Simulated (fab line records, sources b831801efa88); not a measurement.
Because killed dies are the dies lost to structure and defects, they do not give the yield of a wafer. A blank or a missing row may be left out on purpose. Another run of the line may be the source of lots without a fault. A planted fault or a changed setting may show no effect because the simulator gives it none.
Which of the tools did it?	flow sky130	33 wafers from 11 lots sampled at 4 of the route's 708 steps

== WHAT THE GAUGES SHOWED, per wafer ==
SKY_LDD_LDN_TW_MEAS_13.
lot	measured	on	LDD_LDN_TW
L499	day 22 18:07	film-metro-01	1509 1502 1494
L500	day 23 12:10	film-metro-02	1470 1478 1474
L501	day 23 16:16	film-metro-03	1484 1482 1489
L502	day 23 22:16	film-metro-02	1477 1481 1476
L504	day 25 10:48	film-metro-03	1478 1475 1477
L513	day 28 04:39	film-metro-03	1423 1422 1419
L514	day 28 09:31	film-metro-02	1404 1402 1410
L519	day 30 17:43	film-metro-02	1465 1472 1480
L520	day 30 20:17	film-metro-03	1493 1490 1494
L521	day 30 19:41	film-metro-03	1486 1495 1483
L522	day 31 03:10	film-metro-02	1482 1483 1480

== WHICH TOOL RAN EACH LOT (tool, then ch and the chambers of the sampled wafers, then the start) ==
lot	SKY_NWELL_STRIP_14	SKY_POLY_GATE_ETCH_15	SKY_LDD_LDN_IMPLANT_11
L499	plasma-asher-02 ch 0,1, day 4 15:50	rie-diel-03 ch 0,2,3, day 16 10:07	implanter-01 ch 0, day 22 17:54
L500	plasma-asher-02 ch 0,1, day 5 01:03	rie-diel-03 ch 0,1,3, day 17 02:13	implanter-03 ch 0, day 23 11:55
L501	plasma-asher-02 ch 1, day 5 02:22	rie-diel-02 ch 1,2,3, day 17 04:56	implanter-02 ch 0, day 23 16:02
L502	plasma-asher-02 ch 0,1, day 5 08:15	rie-diel-02 ch 0,1,3, day 17 10:22	implanter-02 ch 0, day 23 22:01
L504	plasma-asher-04 ch 0,1, day 5 19:11	rie-diel-01 ch 0,1,3, day 18 21:26	implanter-01 ch 0, day 25 10:33
L513	plasma-asher-02 ch 0,1, day 8 04:40	rie-diel-01 ch 1,2, day 21 20:47	implanter-02 ch 0, day 28 04:24
L514	plasma-asher-02 ch 0,1, day 8 09:36	rie-diel-02 ch 2,3, day 22 02:07	implanter-02 ch 0, day 28 09:16
L519	plasma-asher-03 ch 0,1, day 9 13:56	rie-diel-03 ch 0,1,3, day 24 14:48	implanter-01 ch 0, day 30 17:29
L520	plasma-asher-04 ch 0,1, day 9 17:25	rie-diel-03 ch 0,1,2, day 24 17:50	implanter-03 ch 0, day 30 20:04
L521	plasma-asher-02 ch 0,1, day 10 09:08	rie-diel-01 ch 0,1,2, day 24 15:44	implanter-01 ch 0, day 30 19:28
L522	plasma-asher-02 ch 0,1, day 10 10:25	rie-diel-01 ch 0,1, day 25 01:27	implanter-01 ch 0, day 31 02:56
- SKY_NWELL_STRIP_14: strips in O2/N2.
- SKY_POLY_GATE_ETCH_15: etches BARC in N2/H2, stops on SiO2, time 118.5 s, target depth 110 nm.
- SKY_LDD_LDN_IMPLANT_11

== THE ANSWER, worked out from the rows above alone ==
Rule: the lots themselves supply what counts as usual. The widest of any qualifying gaps counts: lots, ordered by their means at a reading, are off when they make up no more than a third of the lots, leave a main group of 4 or more, and stand apart from it by 3 or more times the standard deviation of that group's means. If all means in a main group match to the digits the tables above print for the reading, that group is not used. A lot without any number at a reading at which 4 lots or more have one is off too. Where the step has rows for the other lots, those lots are counted as sound.
Off: at SKY_LDD_LDN_TW_MEAS_13 (LDD_LDN_TW), L513, L514. The main group has a mean of 1483 with a standard deviation of 9.
A tool fits if, at a process step before that reading, it ran every lot that is off, and no sound lot after the first of them. Those tools and the gauges at SKY_LDD_LDN_TW_MEAS_13 are tried in the same way. One fits: implanter-02 at SKY_LDD_LDN_IMPLANT_11. A fault onset in the window from L502 (day 23 22:01, its last sound lot) to L513 (day 28 04:24, its first lot off) fits.

== WHAT THE SIMULATOR PUT IN ==
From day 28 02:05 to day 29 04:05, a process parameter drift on implanter-02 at SKY_LDD_LDN_IMPLANT_11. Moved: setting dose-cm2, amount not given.
Lots struck among those shown: L513, L514. The rule above found the same.
